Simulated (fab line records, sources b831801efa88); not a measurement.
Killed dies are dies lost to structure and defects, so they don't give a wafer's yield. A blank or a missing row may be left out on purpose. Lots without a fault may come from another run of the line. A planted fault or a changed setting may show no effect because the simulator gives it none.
Which tool did it? | flow sky130 | 14 lots, 42 wafers sampled, at 3 steps of a route of 708

WHAT THE GAUGES READ, wafer by wafer
The record holds no reading of a measuring or inspecting step that can be judged against a usual standard deviation.

WHICH TOOL RAN EACH LOT (tool, then ch and the chambers of the sampled wafers, then the start)
lot  | SKY_METAL1_STRIP_20                  | SKY_VIA1_PEB_10                   | SKY_VIA1_ETCH_14
L112 | plasma_asher-04 ch 0,1, day 32 23:43 | litho_track-02 ch 0, day 34 02:00 | rie_diel-01 ch 0,1, day 34 03:23
L113 | plasma_asher-02 ch 0,1, day 34 02:16 | litho_track-02 ch 0, day 35 05:00 | rie_diel-01 ch 2,3, day 35 05:47
L115 | plasma_asher-02 ch 0,1, day 34 09:13 | litho_track-04 ch 0, day 35 11:00 | rie_diel-01 ch 1,2, day 35 12:17
L118 | plasma_asher-01 ch 0,1, day 34 15:56 | litho_track-02 ch 0, day 35 18:00 | rie_diel-01 ch 1,2, day 35 19:29
L119 | plasma_asher-01 ch 0,1, day 35 09:16 | litho_track-01 ch 0, day 36 12:00 | rie_diel-01 ch 1,2,3, day 36 12:32
L121 | plasma_asher-02 ch 0,1, day 35 22:05 | litho_track-02 ch 0, day 37 00:00 | rie_diel-04 ch 0,1, day 37 01:05
L122 | plasma_asher-01 ch 0,1, day 36 04:07 | litho_track-02, day 37 06:00      | rie_diel-01 ch 0,1, day 37 07:17
L123 | plasma_asher-01 ch 0,1, day 36 22:19 | litho_track-02, day 38 01:00      | rie_diel-01 ch 0,1,3, day 38 01:38
L124 | plasma_asher-04 ch 0,1, day 37 00:47 | litho_track-01 ch 0, day 38 04:00 | rie_diel-03 ch 2,3, day 38 04:38
L130 | plasma_asher-04 ch 0,1, day 38 18:43 | litho_track-01 ch 0, day 39 20:00 | rie_diel-01 ch 1,2,3, day 39 21:20
L132 | plasma_asher-04 ch 0,1, day 39 03:47 | litho_track-01 ch 0, day 40 05:00 | rie_diel-01 ch 1,2, day 40 05:41
L131 | plasma_asher-02 ch 0,1, day 39 05:10 | litho_track-01 ch 0, day 40 07:00 | rie_diel-03 ch 2,3, day 40 07:44
L134 | plasma_asher-01 ch 0,1, day 41 00:31 | litho_track-01 ch 0, day 42 01:00 | rie_diel-03 ch 0,2, day 42 01:41
L133 | plasma_asher-04 ch 0,1, day 41 05:37 | litho_track-01 ch 0, day 42 05:00 | rie_diel-04 ch 0,2,3, day 42 05:38
- SKY_METAL1_STRIP_20: strips in O2/N2.
- SKY_VIA1_PEB_10
- SKY_VIA1_ETCH_14: etches BARC in N2/H2, stops on SiO2, time 45.9 s, target depth 60 nm.

WHAT THE TOOLS THEMSELVES READ (means of the sampled wafers that have a number; where no wafer has one, the mark that the record gives instead)
SKY_METAL1_STRIP_20. Usual: drypump_motor_current_A 6.02 A, standard deviation 0.26; o2_flow_sccm 3001 sccm, standard deviation 8.4; oes_product_au 0.344 a.u., standard deviation 0.0048; strip_time_to_endpoint_s 2.72 s, standard deviation 0.036.
lot  | tool            | drypump_motor_current_A (A) | o2_flow_sccm (sccm) | oes_product_au (a.u.) | strip_time_to_endpoint_s (s) | flag
L112 | plasma_asher-04 | 6.18                        | 3004                | 0.343                 | 2.74                         |
L113 | plasma_asher-02 | 6.15                        | 2999                | 0.348                 | 2.75                         |
L115 | plasma_asher-02 | 5.97                        | 3000                | 0.345                 | 2.71                         |
L118 | plasma_asher-01 | 5.87                        | 2994                | 0.339                 | 2.72                         |
L119 | plasma_asher-01 | 5.86                        | 3002                | 0.345                 | 2.68                         |
L121 | plasma_asher-02 | 5.98                        | 3003                | 0.340                 | 2.70                         |
L122 | plasma_asher-01 | 5.86                        | 3000                | 0.347                 | 2.73                         |
L123 | plasma_asher-01 | 5.87                        | 3004                | 0.345                 | 2.71                         |
L124 | plasma_asher-04 | 5.99                        | 3005                | 0.342                 | 2.71                         |
L130 | plasma_asher-04 | 5.99                        | 3002                | 0.347                 | 2.75                         |
L132 | plasma_asher-04 | 6.18                        | 2995                | 0.343                 | 2.74                         |
L131 | plasma_asher-02 | 6.16                        | 3005                | 0.343                 | 2.73                         |
L134 | plasma_asher-01 | 5.84                        | 3002                | 0.351                 | 2.73                         |
L133 | plasma_asher-04 | 5.98                        | 3000                | 0.347                 | 2.67                         |

SKY_VIA1_PEB_10. Usual: exhaust_pa 44.9 Pa, standard deviation 0.8.
lot  | tool           | exhaust_pa (Pa) | flag
L112 | litho_track-02 | 44.4            |
L113 | litho_track-02 | 44.7            |
L115 | litho_track-04 | 44.8            |
L118 | litho_track-02 | 46.0            |
L119 | litho_track-01 | 44.7            |
L121 | litho_track-02 | 43.5            |
L122 | litho_track-02 | -               | OFF
L123 | litho_track-02 | -               | OFF
L124 | litho_track-01 | 44.9            |
L130 | litho_track-01 | 44.5            |
L132 | litho_track-01 | 45.6            |
L131 | litho_track-01 | 44.7            |
L134 | litho_track-01 | 44.9            |
L133 | litho_track-01 | 44.6            |

SKY_VIA1_ETCH_14. Usual: drypump_motor_current_A 5.8 A, standard deviation 0.43; h2_flow_sccm 200.1 sccm, standard deviation 0.57; oes_product_au 0.855 a.u., standard deviation 0.0049; throttle_valve_pct 13.225 %, standard deviation 0.0091.
lot  | tool        | drypump_motor_current_A (A) | h2_flow_sccm (sccm) | oes_product_au (a.u.) | throttle_valve_pct (%) | flag
L112 | rie_diel-01 | 5.9                         | 200.7               | 0.858                 | 13.224                 |
L113 | rie_diel-01 | 5.1                         | 200.0               | 0.852                 | 13.228                 |
L115 | rie_diel-01 | 5.6                         | 199.8               | 0.860                 | 13.224                 |
L118 | rie_diel-01 | 5.9                         | 200.4               | 0.853                 | 13.229                 |
L119 | rie_diel-01 | 5.5                         | 199.9               | 0.849                 | 13.231                 |
L121 | rie_diel-04 | 5.8                         | 200.0               | 0.853                 | 13.220                 |
L122 | rie_diel-01 | 5.9                         | 200.7               | 0.855                 | 13.225                 |
L123 | rie_diel-01 | 5.7                         | 200.1               | 0.850                 | 13.226                 |
L124 | rie_diel-03 | 6.4                         | 200.3               | 0.856                 | 13.224                 |
L130 | rie_diel-01 | 5.5                         | 199.7               | 0.852                 | 13.228                 |
L132 | rie_diel-01 | 5.9                         | 199.7               | 0.852                 | 13.231                 |
L131 | rie_diel-03 | 6.4                         | 199.7               | 0.854                 | 13.228                 |
L134 | rie_diel-03 | 5.8                         | 200.3               | 0.858                 | 13.220                 |
L133 | rie_diel-04 | 6.0                         | 199.6               | 0.853                 | 13.220                 |

THE ANSWER, worked out from the rows above alone
Rule: a lot is off if the mean of its wafers that have a number lies more than 3 standard deviations from the usual mean. A lot without any number at a reading at which 4 lots or more have one is off too. The other lots that the step has rows for count as sound. The gauges are gone through in route order, then the tools' own readings, and for those a lot's mean is taken as printed above. The first step at which some lot is off is used, and at that step the reading that is off furthest; a lot without a number counts as furthest.
Off: L122, L123, at SKY_VIA1_PEB_10 (exhaust_pa). Without a number there: L122, L123.
A tool fits if, at that step or a process step before it, it ran every lot that is off, and no sound lot after the first of them. One fits: litho_track-02 at SKY_VIA1_PEB_10. Its last sound lot is L121 (day 37 00:00), its first lot that is off L122 (day 37 06:00): a fault that began between those two fits.
Blank at SKY_VIA1_PEB_10 on the lots that are off, where sound lots have numbers: exhaust_pa.

WHAT THE SIMULATOR HAD PUT IN
Skipped step whole: litho_track-02, from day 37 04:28 on, at SKY_VIA1_PEB_10. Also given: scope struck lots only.
Lots struck among those shown: L122, L123. The rule above found the same.
